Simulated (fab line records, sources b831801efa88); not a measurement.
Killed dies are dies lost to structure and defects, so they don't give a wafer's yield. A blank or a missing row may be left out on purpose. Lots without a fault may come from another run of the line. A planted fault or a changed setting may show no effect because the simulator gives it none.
Split-lot experiment | flow gf180mcu | 5 lots, 23 wafers read, on a route of 602 steps

THE SPLIT
At GF_MIM_SPUTTER_03 (material Ti, target thk 10 nm, time 6.7 s), the setting power_w was moved away from the recipe's 3000 W on 8 of the 23 wafers read, by -7.5% to +7.1%. The other wafers ran this setting at the recipe's value.

The reading is taken at the split's own step.

THE READING
Ti_of_MIM_SPUTTER_03.thk_nm (the simulator's own value, which no gauge read), in nm, at GF_MIM_SPUTTER_03 (material Ti, target thk 10 nm, time 6.7 s). The file gives no usual value for it. The 15 wafers here that ran the recipe average 10.069 nm, standard deviation 0.23 nm.

wafer  | tool, chamber at the split | power_w as run, W | against the recipe | Ti_of_MIM_SPUTTER_03.thk_nm, nm | against lot-mates on the recipe
L075.1 | pvd_sputter-02, -          | 2776              | -7.5%              | 9.403                           | -0.837
L075.2 | pvd_sputter-02, -          | 3000              | recipe             | 10.22                           | -
L075.3 | pvd_sputter-02, -          | 2776              | -7.5%              | 9.613                           | -0.627
L075.5 | pvd_sputter-02, -          | 3000              | recipe             | 10.26                           | -
L075.6 | pvd_sputter-02, -          | 2776              | -7.5%              | 9.617                           | -0.623
L077.1 | pvd_sputter-02, -          | 3000              | recipe             | 10.32                           | -
L077.2 | pvd_sputter-02, -          | 3000              | recipe             | 10.25                           | -
L077.4 | pvd_sputter-02, -          | 3000              | recipe             | 10.12                           | -
L077.5 | pvd_sputter-02, -          | 3000              | recipe             | 10.4                            | -
L077.6 | pvd_sputter-02, -          | 3000              | recipe             | 10.18                           | -
L076.1 | pvd_sputter-03, -          | 3212              | +7.1%              | 10.67                           | +0.730
L076.3 | pvd_sputter-03, -          | 3212              | +7.1%              | 10.67                           | +0.730
L076.2 | pvd_sputter-03, -          | 3212              | +7.1%              | 10.61                           | +0.670
L076.4 | pvd_sputter-03, -          | 3000              | recipe             | 9.955                           | -
L076.5 | pvd_sputter-03, -          | 3000              | recipe             | 9.925                           | -
L082.1 | pvd_sputter-03, -          | 3000              | recipe             | 9.651                           | -
L082.2 | pvd_sputter-03, -          | 3000              | recipe             | 9.746                           | -
L082.5 | pvd_sputter-03, -          | 3000              | recipe             | 9.653                           | -
L084.1 | pvd_sputter-03, -          | 3092              | +3.1%              | 10.48                           | +0.363
L084.2 | pvd_sputter-03, -          | 3000              | recipe             | 10.05                           | -
L084.3 | pvd_sputter-03, -          | 3000              | recipe             | 10.14                           | -
L084.5 | pvd_sputter-03, -          | 3092              | +3.1%              | 10.38                           | +0.263
L084.6 | pvd_sputter-03, -          | 3000              | recipe             | 10.16                           | -

THE FIT
A straight line over all 23 wafers: Ti_of_MIM_SPUTTER_03.thk_nm changes by +0.0779 nm for each +1% of power_w; r = +0.84; the points scatter about the line by 0.2 nm.
The same after taking each lot's own level away (the mean of its wafers on the recipe; 23 wafers): +0.0968 nm for each +1%; r = +0.98; scatter 0.07 nm.
On that fit, the largest move of power_w shifts the reading by 0.72 nm.
The lots' own levels span 9.6833 to 10.2540 nm, that is 2.5 times the standard deviation above.
So the lot-to-lot level changes the slope: the two fits differ.
Check: with one of the wafers moved furthest among these (-7.5%) left out of the fit, the line predicts -0.68 nm for it against its lot-mates. It came out at -0.837 nm against them.

OTHER SPLITS ON THESE WAFERS
These wafers also went through other splits before the reading. Each is held against what the fit with the lots' levels taken away leaves over:
other split on the same wafers | wafers away from the commonest value | r with Ti_of_MIM_SPUTTER_03.thk_nm (lot level and that fit taken away)
GF_M2_SPUTTER_02 power_w       | 6                                    | +0.05
GF_V2_COAT_09 resist_thk_nm    | 9                                    | +0.22
GF_V2_SOFTBAKE_10 time_s       | 9                                    | -0.35
GF_V2_SPUTTER_22 time_s        | 7                                    | +0.15
GF_M3_SPUTTER_03 power_w       | 6                                    | -0.23
GF_M3_METAL_ETCH_16 icp_w      | 6                                    | +0.21
GF_V3_SPUTTER_21 power_w       | 9                                    | +0.18
GF_M4_METAL_ETCH_16 time_s     | 4                                    | +0.22
GF_V4_SPUTTER_21 time_s        | 4                                    | -0.15

THE FILE'S OWN FIT
Ti_of_MIM_SPUTTER_03.thk_nm changes by +0.097 nm for each +1% of power_w, r = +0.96.
